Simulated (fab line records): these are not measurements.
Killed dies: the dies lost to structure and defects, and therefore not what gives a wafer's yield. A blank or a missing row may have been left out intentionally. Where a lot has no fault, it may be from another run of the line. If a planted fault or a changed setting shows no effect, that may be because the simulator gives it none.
A sampling plan put to the test / flow sky130 / one line in one fab, 44 faults in these records, each fault weighed on the records of the lots it struck
Plan = the line's own looks (route steps where a gauge or an inspection reads the wafer without altering it). Where struck wafers have a number at a look and the file lists that look's usual mean and standard deviation on fault-free wafers, the look can be judged. Caught: a look later than the fault's first step finds the struck wafers' mean 4 or more of those standard deviations (sigma) from the usual mean. On the tool: the identical test, applied to the tool's own readings at the steps of the fault. If the struck wafers alone have a blank record, or they carry another recipe, that too counts as caught.

THE FAULTS, as the simulator had put them in
1. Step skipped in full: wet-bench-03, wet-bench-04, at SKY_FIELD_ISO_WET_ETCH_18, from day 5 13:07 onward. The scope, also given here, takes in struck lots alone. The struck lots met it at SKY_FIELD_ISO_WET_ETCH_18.
2. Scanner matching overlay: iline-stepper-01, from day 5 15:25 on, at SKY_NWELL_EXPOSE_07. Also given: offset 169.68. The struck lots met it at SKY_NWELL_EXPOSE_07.
3. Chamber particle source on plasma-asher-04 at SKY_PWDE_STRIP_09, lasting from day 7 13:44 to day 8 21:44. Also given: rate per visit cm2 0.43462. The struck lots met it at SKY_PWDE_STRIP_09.
4. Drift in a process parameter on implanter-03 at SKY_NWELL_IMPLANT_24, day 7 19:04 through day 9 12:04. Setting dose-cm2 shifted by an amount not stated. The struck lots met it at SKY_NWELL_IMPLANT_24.
5. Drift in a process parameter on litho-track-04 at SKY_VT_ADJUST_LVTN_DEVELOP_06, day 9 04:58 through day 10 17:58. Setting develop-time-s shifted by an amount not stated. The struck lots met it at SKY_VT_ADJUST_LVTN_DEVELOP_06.
6. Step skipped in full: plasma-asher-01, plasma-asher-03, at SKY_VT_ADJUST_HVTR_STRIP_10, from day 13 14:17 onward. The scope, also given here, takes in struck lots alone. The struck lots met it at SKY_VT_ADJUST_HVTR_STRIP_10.
7. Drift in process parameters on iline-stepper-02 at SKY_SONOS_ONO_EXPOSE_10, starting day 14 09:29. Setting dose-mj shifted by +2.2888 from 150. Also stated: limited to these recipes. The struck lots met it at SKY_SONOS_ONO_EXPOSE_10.
8. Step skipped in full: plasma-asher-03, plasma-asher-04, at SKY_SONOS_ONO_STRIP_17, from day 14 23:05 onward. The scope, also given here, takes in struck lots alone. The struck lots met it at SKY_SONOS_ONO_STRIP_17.
9. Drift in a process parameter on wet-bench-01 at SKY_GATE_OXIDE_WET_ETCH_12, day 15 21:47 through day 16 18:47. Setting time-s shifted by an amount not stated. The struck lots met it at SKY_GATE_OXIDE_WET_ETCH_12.
10. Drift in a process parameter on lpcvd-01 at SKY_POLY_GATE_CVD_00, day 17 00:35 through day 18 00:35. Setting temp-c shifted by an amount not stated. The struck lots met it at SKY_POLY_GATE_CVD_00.
11. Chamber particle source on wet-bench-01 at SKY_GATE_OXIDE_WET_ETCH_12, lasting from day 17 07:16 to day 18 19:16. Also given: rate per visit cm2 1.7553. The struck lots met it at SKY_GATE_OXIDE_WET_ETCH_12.
12. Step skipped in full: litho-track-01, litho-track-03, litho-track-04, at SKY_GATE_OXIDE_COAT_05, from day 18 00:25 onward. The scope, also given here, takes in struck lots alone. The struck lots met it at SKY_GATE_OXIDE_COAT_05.
13. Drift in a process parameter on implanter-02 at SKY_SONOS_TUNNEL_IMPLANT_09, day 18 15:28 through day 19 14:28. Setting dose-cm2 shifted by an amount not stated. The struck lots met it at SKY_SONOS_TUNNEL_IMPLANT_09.
14. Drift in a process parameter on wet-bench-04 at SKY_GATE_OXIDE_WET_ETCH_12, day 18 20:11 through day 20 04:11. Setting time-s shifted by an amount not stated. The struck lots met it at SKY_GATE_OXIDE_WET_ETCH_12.
15. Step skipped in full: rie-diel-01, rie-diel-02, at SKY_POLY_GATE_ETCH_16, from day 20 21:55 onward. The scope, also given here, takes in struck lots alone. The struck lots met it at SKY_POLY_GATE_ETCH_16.
16. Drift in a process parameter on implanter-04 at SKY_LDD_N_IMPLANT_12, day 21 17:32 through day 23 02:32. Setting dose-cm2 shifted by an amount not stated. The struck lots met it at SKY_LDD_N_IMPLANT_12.
17. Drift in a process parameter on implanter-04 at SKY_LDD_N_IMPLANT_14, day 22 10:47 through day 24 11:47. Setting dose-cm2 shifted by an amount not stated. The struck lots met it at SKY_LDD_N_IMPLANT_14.
18. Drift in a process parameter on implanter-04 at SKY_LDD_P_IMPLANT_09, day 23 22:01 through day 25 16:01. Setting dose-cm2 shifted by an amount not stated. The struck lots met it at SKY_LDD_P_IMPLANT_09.
19. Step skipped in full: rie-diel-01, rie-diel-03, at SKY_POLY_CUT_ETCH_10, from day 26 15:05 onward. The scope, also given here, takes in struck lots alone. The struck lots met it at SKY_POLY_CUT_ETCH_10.
20. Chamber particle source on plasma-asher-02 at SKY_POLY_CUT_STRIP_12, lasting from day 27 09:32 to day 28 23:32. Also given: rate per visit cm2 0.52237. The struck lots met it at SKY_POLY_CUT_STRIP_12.
21. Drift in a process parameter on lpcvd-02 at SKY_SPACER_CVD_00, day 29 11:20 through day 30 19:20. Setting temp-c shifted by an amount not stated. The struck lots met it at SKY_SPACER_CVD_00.
22. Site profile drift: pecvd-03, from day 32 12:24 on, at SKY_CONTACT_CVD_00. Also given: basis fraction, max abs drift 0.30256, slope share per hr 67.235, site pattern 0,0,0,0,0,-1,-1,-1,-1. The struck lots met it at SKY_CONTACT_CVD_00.
23. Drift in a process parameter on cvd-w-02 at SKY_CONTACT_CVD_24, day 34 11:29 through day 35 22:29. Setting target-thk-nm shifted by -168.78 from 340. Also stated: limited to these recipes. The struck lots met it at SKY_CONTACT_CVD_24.
24. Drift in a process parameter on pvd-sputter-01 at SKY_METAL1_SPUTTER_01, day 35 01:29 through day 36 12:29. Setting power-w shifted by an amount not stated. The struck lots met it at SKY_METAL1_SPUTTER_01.
25. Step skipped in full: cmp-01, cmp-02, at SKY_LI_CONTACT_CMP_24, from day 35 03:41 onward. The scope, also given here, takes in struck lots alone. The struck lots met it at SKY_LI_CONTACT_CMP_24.
26. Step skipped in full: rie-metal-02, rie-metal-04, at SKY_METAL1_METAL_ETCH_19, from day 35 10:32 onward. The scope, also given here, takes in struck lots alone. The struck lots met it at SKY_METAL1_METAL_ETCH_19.
27. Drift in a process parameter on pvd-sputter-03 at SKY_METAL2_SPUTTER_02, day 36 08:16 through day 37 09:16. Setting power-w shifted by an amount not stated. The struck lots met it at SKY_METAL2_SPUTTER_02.
28. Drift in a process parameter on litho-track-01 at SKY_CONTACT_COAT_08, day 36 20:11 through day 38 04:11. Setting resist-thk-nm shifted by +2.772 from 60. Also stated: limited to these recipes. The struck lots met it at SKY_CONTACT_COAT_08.
29. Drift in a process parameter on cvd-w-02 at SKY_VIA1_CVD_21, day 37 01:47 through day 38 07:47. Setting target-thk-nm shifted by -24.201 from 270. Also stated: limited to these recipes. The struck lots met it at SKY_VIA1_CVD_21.
30. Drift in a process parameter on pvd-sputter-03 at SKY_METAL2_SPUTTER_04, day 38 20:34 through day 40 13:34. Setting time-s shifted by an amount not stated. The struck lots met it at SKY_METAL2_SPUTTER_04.
31. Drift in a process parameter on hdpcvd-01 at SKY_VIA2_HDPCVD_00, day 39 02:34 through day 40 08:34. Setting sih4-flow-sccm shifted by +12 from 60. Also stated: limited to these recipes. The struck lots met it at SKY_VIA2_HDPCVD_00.
32. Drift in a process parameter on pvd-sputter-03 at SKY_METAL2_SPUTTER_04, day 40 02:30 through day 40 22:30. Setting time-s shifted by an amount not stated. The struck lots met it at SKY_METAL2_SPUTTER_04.
33. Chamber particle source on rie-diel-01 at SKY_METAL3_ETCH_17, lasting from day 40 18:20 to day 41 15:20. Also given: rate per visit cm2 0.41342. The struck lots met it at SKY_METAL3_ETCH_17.
34. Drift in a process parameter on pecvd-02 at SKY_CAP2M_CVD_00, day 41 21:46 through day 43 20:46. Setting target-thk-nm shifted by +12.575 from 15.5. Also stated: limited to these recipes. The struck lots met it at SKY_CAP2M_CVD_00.
35. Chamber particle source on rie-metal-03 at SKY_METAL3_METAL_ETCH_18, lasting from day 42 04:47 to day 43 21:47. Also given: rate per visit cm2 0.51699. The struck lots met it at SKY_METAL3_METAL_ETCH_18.
36. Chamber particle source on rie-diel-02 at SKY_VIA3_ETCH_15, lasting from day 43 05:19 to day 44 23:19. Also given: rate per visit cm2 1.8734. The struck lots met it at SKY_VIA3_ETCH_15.
37. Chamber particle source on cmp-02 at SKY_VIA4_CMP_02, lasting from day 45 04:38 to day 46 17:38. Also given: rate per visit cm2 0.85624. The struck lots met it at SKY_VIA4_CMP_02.
38. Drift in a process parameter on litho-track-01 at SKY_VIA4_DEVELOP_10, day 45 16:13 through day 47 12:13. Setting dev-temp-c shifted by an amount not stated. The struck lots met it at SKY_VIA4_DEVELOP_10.
39. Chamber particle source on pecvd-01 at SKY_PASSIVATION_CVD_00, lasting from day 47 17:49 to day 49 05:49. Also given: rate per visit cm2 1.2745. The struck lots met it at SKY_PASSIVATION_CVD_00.
40. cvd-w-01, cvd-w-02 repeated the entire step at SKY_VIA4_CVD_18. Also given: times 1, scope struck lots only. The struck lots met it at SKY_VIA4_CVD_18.
41. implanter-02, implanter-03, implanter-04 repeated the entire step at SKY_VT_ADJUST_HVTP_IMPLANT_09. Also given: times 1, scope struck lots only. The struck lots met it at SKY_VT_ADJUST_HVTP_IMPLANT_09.
42. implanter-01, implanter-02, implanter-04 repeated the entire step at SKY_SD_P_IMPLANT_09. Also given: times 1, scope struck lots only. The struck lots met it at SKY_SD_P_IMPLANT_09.
43. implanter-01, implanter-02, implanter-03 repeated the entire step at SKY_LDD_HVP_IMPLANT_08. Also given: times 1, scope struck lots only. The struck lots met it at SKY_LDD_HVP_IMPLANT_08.
44. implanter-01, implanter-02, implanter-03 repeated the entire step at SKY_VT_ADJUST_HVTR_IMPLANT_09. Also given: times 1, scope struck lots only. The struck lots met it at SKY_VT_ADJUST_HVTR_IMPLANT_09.

WHAT THE PLAN SAW
fault=1; on the tool itself=no reading that can be judged; first look that catches it=no look after it can be judged; reading, sigma=-; median hours from its first step to that look=-; hours from the fault's start to the first struck lot there=-; judged looks passed uncaught=0
fault=2; on the tool itself=no reading that can be judged; first look that catches it=SKY_NWELL_OVL_MEAS_10; reading, sigma=NWELL_00_OVL +99 or beyond; median hours from its first step to that look=9.1; hours from the fault's start to the first struck lot there=9; judged looks passed uncaught=0
fault=3; on the tool itself=under 2 sigma; first look that catches it=no look after it can be judged; reading, sigma=-; median hours from its first step to that look=-; hours from the fault's start to the first struck lot there=-; judged looks passed uncaught=0
fault=4; on the tool itself=dose-ions-cm2 +99 or beyond sigma; first look that catches it=SKY_NWELL_TW_MEAS_26; reading, sigma=NWELL_2_TW +5.9; median hours from its first step to that look=0.2; hours from the fault's start to the first struck lot there=11; judged looks passed uncaught=0
fault=5; on the tool itself=under 2 sigma; first look that catches it=none of the 2 looks that can be judged after it; reading, sigma=-; median hours from its first step to that look=-; hours from the fault's start to the first struck lot there=-; judged looks passed uncaught=2
fault=6; on the tool itself=the tool's record is blank for the struck wafers; first look that catches it=SKY_VT_ADJUST_PCH_TW_MEAS_10; reading, sigma=VT_ADJUST_PCH_TW -99 or beyond; median hours from its first step to that look=27.0; hours from the fault's start to the first struck lot there=32; judged looks passed uncaught=0
fault=7; on the tool itself=exposure-dose-mJ-cm2 +13 sigma; first look that catches it=none of the 2 looks that can be judged after it; reading, sigma=-; median hours from its first step to that look=-; hours from the fault's start to the first struck lot there=-; judged looks passed uncaught=2
fault=8; on the tool itself=the tool's record is blank for the struck wafers; first look that catches it=no look after it can be judged; reading, sigma=-; median hours from its first step to that look=-; hours from the fault's start to the first struck lot there=-; judged looks passed uncaught=0
fault=9; on the tool itself=run-length-s -62 sigma; first look that catches it=no look after it can be judged; reading, sigma=-; median hours from its first step to that look=-; hours from the fault's start to the first struck lot there=-; judged looks passed uncaught=0
fault=10; on the tool itself=susceptor-temp-C +9.2 sigma; first look that catches it=SKY_POLY_GATE_THK_MEAS_01; reading, sigma=POLY_GATE_CVD_00_THK +6.4; median hours from its first step to that look=1.2; hours from the fault's start to the first struck lot there=5; judged looks passed uncaught=0
fault=11; on the tool itself=no reading that can be judged; first look that catches it=not the one look that can be judged after it; reading, sigma=-; median hours from its first step to that look=-; hours from the fault's start to the first struck lot there=-; judged looks passed uncaught=1
fault=12; on the tool itself=the tool's record is blank for the struck wafers; first look that catches it=no look after it can be judged; reading, sigma=-; median hours from its first step to that look=-; hours from the fault's start to the first struck lot there=-; judged looks passed uncaught=0
fault=13; on the tool itself=dose-ions-cm2 -99 or beyond sigma; first look that catches it=SKY_SONOS_TUNNEL_TW_MEAS_12; reading, sigma=SONOS_TUNNEL_TW -46; median hours from its first step to that look=0.4; hours from the fault's start to the first struck lot there=6; judged looks passed uncaught=0
fault=14; on the tool itself=run-length-s -75 sigma; first look that catches it=no look after it can be judged; reading, sigma=-; median hours from its first step to that look=-; hours from the fault's start to the first struck lot there=-; judged looks passed uncaught=0
fault=15; on the tool itself=the tool's record is blank for the struck wafers; first look that catches it=no look after it can be judged; reading, sigma=-; median hours from its first step to that look=-; hours from the fault's start to the first struck lot there=-; judged looks passed uncaught=0
fault=16; on the tool itself=dose-ions-cm2 +99 or beyond sigma; first look that catches it=no look after it can be judged; reading, sigma=-; median hours from its first step to that look=-; hours from the fault's start to the first struck lot there=-; judged looks passed uncaught=0
fault=17; on the tool itself=dose-ions-cm2 +99 or beyond sigma; first look that catches it=no look after it can be judged; reading, sigma=-; median hours from its first step to that look=-; hours from the fault's start to the first struck lot there=-; judged looks passed uncaught=0
fault=18; on the tool itself=dose-ions-cm2 -99 or beyond sigma; first look that catches it=SKY_LDD_P_TW_MEAS_11; reading, sigma=LDD_P_TW -10; median hours from its first step to that look=0.2; hours from the fault's start to the first struck lot there=9; judged looks passed uncaught=0
fault=19; on the tool itself=the tool's record is blank for the struck wafers; first look that catches it=no look after it can be judged; reading, sigma=-; median hours from its first step to that look=-; hours from the fault's start to the first struck lot there=-; judged looks passed uncaught=0
fault=20; on the tool itself=under 2 sigma; first look that catches it=no look after it can be judged; reading, sigma=-; median hours from its first step to that look=-; hours from the fault's start to the first struck lot there=-; judged looks passed uncaught=0
fault=21; on the tool itself=susceptor-temp-C -37 sigma; first look that catches it=SKY_SPACER_THK_MEAS_01; reading, sigma=SPACER_CVD_00_THK -27; median hours from its first step to that look=1.5; hours from the fault's start to the first struck lot there=5; judged looks passed uncaught=0
fault=22; on the tool itself=under 2 sigma; first look that catches it=SKY_CONTACT_THK_MEAS_01; reading, sigma=CONTACT_CVD_00_THK -12; median hours from its first step to that look=0.0; hours from the fault's start to the first struck lot there=5; judged looks passed uncaught=0
fault=23; on the tool itself=under 2 sigma; first look that catches it=SKY_CONTACT_RS_MEAS_25; reading, sigma=CONTACT_W_RS +61; median hours from its first step to that look=0.1; hours from the fault's start to the first struck lot there=2; judged looks passed uncaught=0
fault=24; on the tool itself=cathode-dc-power-W +99 or beyond sigma; first look that catches it=no look after it can be judged; reading, sigma=-; median hours from its first step to that look=-; hours from the fault's start to the first struck lot there=-; judged looks passed uncaught=0
fault=25; on the tool itself=the tool's record is blank for the struck wafers; first look that catches it=no look after it can be judged; reading, sigma=-; median hours from its first step to that look=-; hours from the fault's start to the first struck lot there=-; judged looks passed uncaught=0
fault=26; on the tool itself=the tool's record is blank for the struck wafers; first look that catches it=no look after it can be judged; reading, sigma=-; median hours from its first step to that look=-; hours from the fault's start to the first struck lot there=-; judged looks passed uncaught=0
fault=27; on the tool itself=cathode-dc-power-W -99 or beyond sigma; first look that catches it=none of the 4 looks that can be judged after it; reading, sigma=-; median hours from its first step to that look=-; hours from the fault's start to the first struck lot there=-; judged looks passed uncaught=4
fault=28; on the tool itself=under 2 sigma; first look that catches it=not the one look that can be judged after it; reading, sigma=-; median hours from its first step to that look=-; hours from the fault's start to the first struck lot there=-; judged looks passed uncaught=1
fault=29; on the tool itself=under 2 sigma; first look that catches it=SKY_VIA1_RS_MEAS_22; reading, sigma=VIA1_W_RS +6.6; median hours from its first step to that look=0.1; hours from the fault's start to the first struck lot there=6; judged looks passed uncaught=0
fault=30; on the tool itself=under 2 sigma; first look that catches it=none of the 6 looks that can be judged after it; reading, sigma=strongest: METAL2_ALCU_THK at SKY_METAL2_THK_MEAS_06, -2.7; median hours from its first step to that look=-; hours from the fault's start to the first struck lot there=-; judged looks passed uncaught=6
fault=31; on the tool itself=sih4-flow-sccm +63 sigma; first look that catches it=SKY_VIA2_THK_MEAS_01; reading, sigma=VIA2_HDPCVD_THK +20; median hours from its first step to that look=0.1; hours from the fault's start to the first struck lot there=1; judged looks passed uncaught=0
fault=32; on the tool itself=under 2 sigma; first look that catches it=none of the 6 looks that can be judged after it; reading, sigma=-; median hours from its first step to that look=-; hours from the fault's start to the first struck lot there=-; judged looks passed uncaught=6
fault=33; on the tool itself=under 2 sigma; first look that catches it=not the one look that can be judged after it; reading, sigma=-; median hours from its first step to that look=-; hours from the fault's start to the first struck lot there=-; judged looks passed uncaught=1
fault=34; on the tool itself=under 2 sigma; first look that catches it=SKY_CAP2M_THK_MEAS_01; reading, sigma=CAP2M_CVD_00_THK +59; median hours from its first step to that look=0.0; hours from the fault's start to the first struck lot there=5; judged looks passed uncaught=0
fault=35; on the tool itself=under 2 sigma; first look that catches it=no look after it can be judged; reading, sigma=-; median hours from its first step to that look=-; hours from the fault's start to the first struck lot there=-; judged looks passed uncaught=0
fault=36; on the tool itself=under 2 sigma; first look that catches it=no look after it can be judged; reading, sigma=-; median hours from its first step to that look=-; hours from the fault's start to the first struck lot there=-; judged looks passed uncaught=0
fault=37; on the tool itself=under 2 sigma; first look that catches it=no look after it can be judged; reading, sigma=-; median hours from its first step to that look=-; hours from the fault's start to the first struck lot there=-; judged looks passed uncaught=0
fault=38; on the tool itself=developer-temp-C +23 sigma; first look that catches it=not the one look that can be judged after it; reading, sigma=-; median hours from its first step to that look=-; hours from the fault's start to the first struck lot there=-; judged looks passed uncaught=1
fault=39; on the tool itself=under 2 sigma; first look that catches it=not the one look that can be judged after it; reading, sigma=-; median hours from its first step to that look=-; hours from the fault's start to the first struck lot there=-; judged looks passed uncaught=1
fault=40; on the tool itself=under 2 sigma; first look that catches it=SKY_VIA4_RS_MEAS_19; reading, sigma=VIA4_W_RS -37; median hours from its first step to that look=0.6; hours from the fault's start to the first struck lot there=-; judged looks passed uncaught=0
fault=41; on the tool itself=no reading that can be judged; first look that catches it=SKY_VT_ADJUST_HVTP_TW_MEAS_11; reading, sigma=VT_ADJUST_HVTP_TW +31; median hours from its first step to that look=0.6; hours from the fault's start to the first struck lot there=-; judged looks passed uncaught=0
fault=42; on the tool itself=no reading that can be judged; first look that catches it=SKY_SD_P_TW_MEAS_11; reading, sigma=SD_P_TW +10; median hours from its first step to that look=0.6; hours from the fault's start to the first struck lot there=-; judged looks passed uncaught=0
fault=43; on the tool itself=under 2 sigma; first look that catches it=SKY_LDD_HVP_TW_MEAS_10; reading, sigma=LDD_HVP_TW +28; median hours from its first step to that look=0.6; hours from the fault's start to the first struck lot there=-; judged looks passed uncaught=0
fault=44; on the tool itself=under 2 sigma; first look that catches it=SKY_VT_ADJUST_HVTR_TW_MEAS_11; reading, sigma=VT_ADJUST_HVTR_TW +27; median hours from its first step to that look=0.6; hours from the fault's start to the first struck lot there=-; judged looks passed uncaught=0
Dash: fault not caught, or number not given in these records.

Caught at a look: 17 of 44. Caught on the tool: 21 of 44. By one or the other: 31 of 44.
Caught on the tool alone: faults 7, 8, 9, 12, 14, 15, 16, 17, 19, 24, 25, 26, 27, 38.
Caught at a look alone: faults 2, 22, 23, 29, 34, 40, 41, 42, 43, 44.
Caught by neither: faults 1, 3, 5, 11, 20, 28, 30, 32, 33, 35, 36, 37, 39.

THINNER SAMPLING
Were the look that catches a fault to measure just every second or every third lot (counted by lot number), the first struck lot would, at worst, be measured this late:
fault=2; struck lots at that look, in order of time=L313, L314, L316, L315; every lot=9 h; every second lot=15 h; every third lot=21 h
fault=4; struck lots at that look, in order of time=L993, L995; every lot=11 h; every second lot=may miss all 2; every third lot=may miss all 2
fault=6; struck lots at that look, in order of time=L701, L702, L703; every lot=32 h; every second lot=41 h; every third lot=49 h
fault=10; struck lots at that look, in order of time=L301, L302; every lot=5 h; every second lot=16 h; every third lot=may miss all 2
fault=13; struck lots at that look, in order of time=L454, L456; every lot=6 h; every second lot=may miss all 2; every third lot=may miss all 2
fault=18; struck lots at that look, in order of time=L598, L600; every lot=9 h; every second lot=may miss all 2; every third lot=may miss all 2
fault=21; struck lots at that look, in order of time=L927, L928; every lot=5 h; every second lot=19 h; every third lot=may miss all 2
fault=22; struck lots at that look, in order of time=L347, L351, L352; every lot=5 h; every second lot=33 h; every third lot=33 h
fault=23; struck lots at that look, in order of time=L392, L393; every lot=2 h; every second lot=14 h; every third lot=may miss all 2
fault=29; struck lots at that look, in order of time=L576, L577, L579; every lot=6 h; every second lot=20 h; every third lot=may miss all 3
fault=31; struck lots at that look, in order of time=L637, L638; every lot=1 h; every second lot=12 h; every third lot=may miss all 2
fault=34; struck lots at that look, in order of time=L956, L961, L963; every lot=5 h; every second lot=32 h; every third lot=34 h
The hour figures run from when the fault began to the first measured lot among those it struck. Since the struck wafers were tested as one group against 4 sigma, a single lot by itself may lie under the limit. Other struck lots may not be in these records.

THE LONGEST TIMED WAY FROM STEP TO LOOK
Fault 6: the median time between SKY_VT_ADJUST_HVTR_STRIP_10 and SKY_VT_ADJUST_PCH_TW_MEAS_10 is 27.0 hours. No look between them can be judged.
